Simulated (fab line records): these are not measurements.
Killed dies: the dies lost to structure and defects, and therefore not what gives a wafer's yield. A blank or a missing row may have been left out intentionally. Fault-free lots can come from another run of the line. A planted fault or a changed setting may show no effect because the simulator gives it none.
Problem report in the 8D (eight disciplines) form, filled by code | flow gf180mcu | the parts of the form that need people (team, actions taken, sign-off) are left out

## 1. PROBLEM STATEMENT
spin speed rpm at GF_HV_LDD_COAT_41 reads a mean of 2796.3 rpm on 6 wafers of 2 lots; wafers without a fault read 3000.0 rpm with a standard deviation of 2.1. That puts it -97 standard deviations away from the usual mean.
The step: resist thk 1000 nm.
First seen on wafer L548.1, day 17 20:51, on litho track-01. At this step, 39 wafers from 13 lots have a number in the record. The rule behind "out" and "out of limits": a value lying over 4 standard deviations away from the usual mean. The other wafers with a number count as sound.

## 2. WHAT IT IS, WHAT IT ISN'T
question                    | is                     | is not
which readings at this step | spin speed rpm         | dispense pressure kPa
which lots                  | L548, L552             | L530, L531, L534, L537, L538, L539, L540, L542, L543, L551, L553
which wafers of those lots  | all that have a number | -
read on which tools         | litho track-01         | litho track-02, litho track-04
when                        | from day 17 20:51      | up to then (27 sound wafers); but 6 sound wafers of L551, L553 came after

## 3. WHAT RULES OUT EACH SUSPECT
Counting: a tool at a process step up to the reading stays a suspect if it ran every lot that is out and no sound lot after the first of them.
- litho track-01 at GF_HV_LDD_COAT_41 (resist thk 1000 nm): kept. It processed each lot that is out, first L548 at day 17 20:51, and no sound lot thereafter; up to then, the last sound lot it processed was L540 at day 15 15:53. Its own readings are out on those wafers: spin speed rpm.
After counting, what remains is litho track-01 at GF_HV_LDD_COAT_41.

## 4. THE CAUSE (what the simulator had put in)
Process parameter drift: litho track-01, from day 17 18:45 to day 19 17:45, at GF_HV_LDD_COAT_41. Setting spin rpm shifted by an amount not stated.
The count eliminated every tool but this one.

## 5. THE EFFECT CHAIN, in route order
Rows list readings where the struck wafers' mean (over those with a number) sits beyond 3 standard deviations from the usual. Only readings for which the record gives a usual standard deviation are gone through. hours: the time from each lot's start at the first step in this table that gives one to its start at this step, as a median over the lots. sigmas: the change in usual standard deviations.
hours | step               | reading                  | usual      | on struck wafers | change | sigmas
0     | GF_HV_LDD_COAT_41  | spin speed rpm           | 3000.0 rpm | 2796.3           | -203.7 | -97
13    | GF_HV_LDD_STRIP_49 | strip time to endpoint s | 12.64 s    | 13.00            | +0.36  | +11
Its process steps:
- GF_HV_LDD_COAT_41: resist thk 1000 nm.
- GF_HV_LDD_STRIP_49: strips in O2/N2.
Later steps that measure or inspect, where all struck wafers having a row at the step show a number for every such reading and not one has moved that far: GF_HV_LDD_THK_MEAS_55.

## 6. HOW IT WOULD HAVE BEEN CAUGHT EARLIER
The fault began at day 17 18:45; the first out-of-limits reading in this record came at day 17 20:51, 2 hours later.
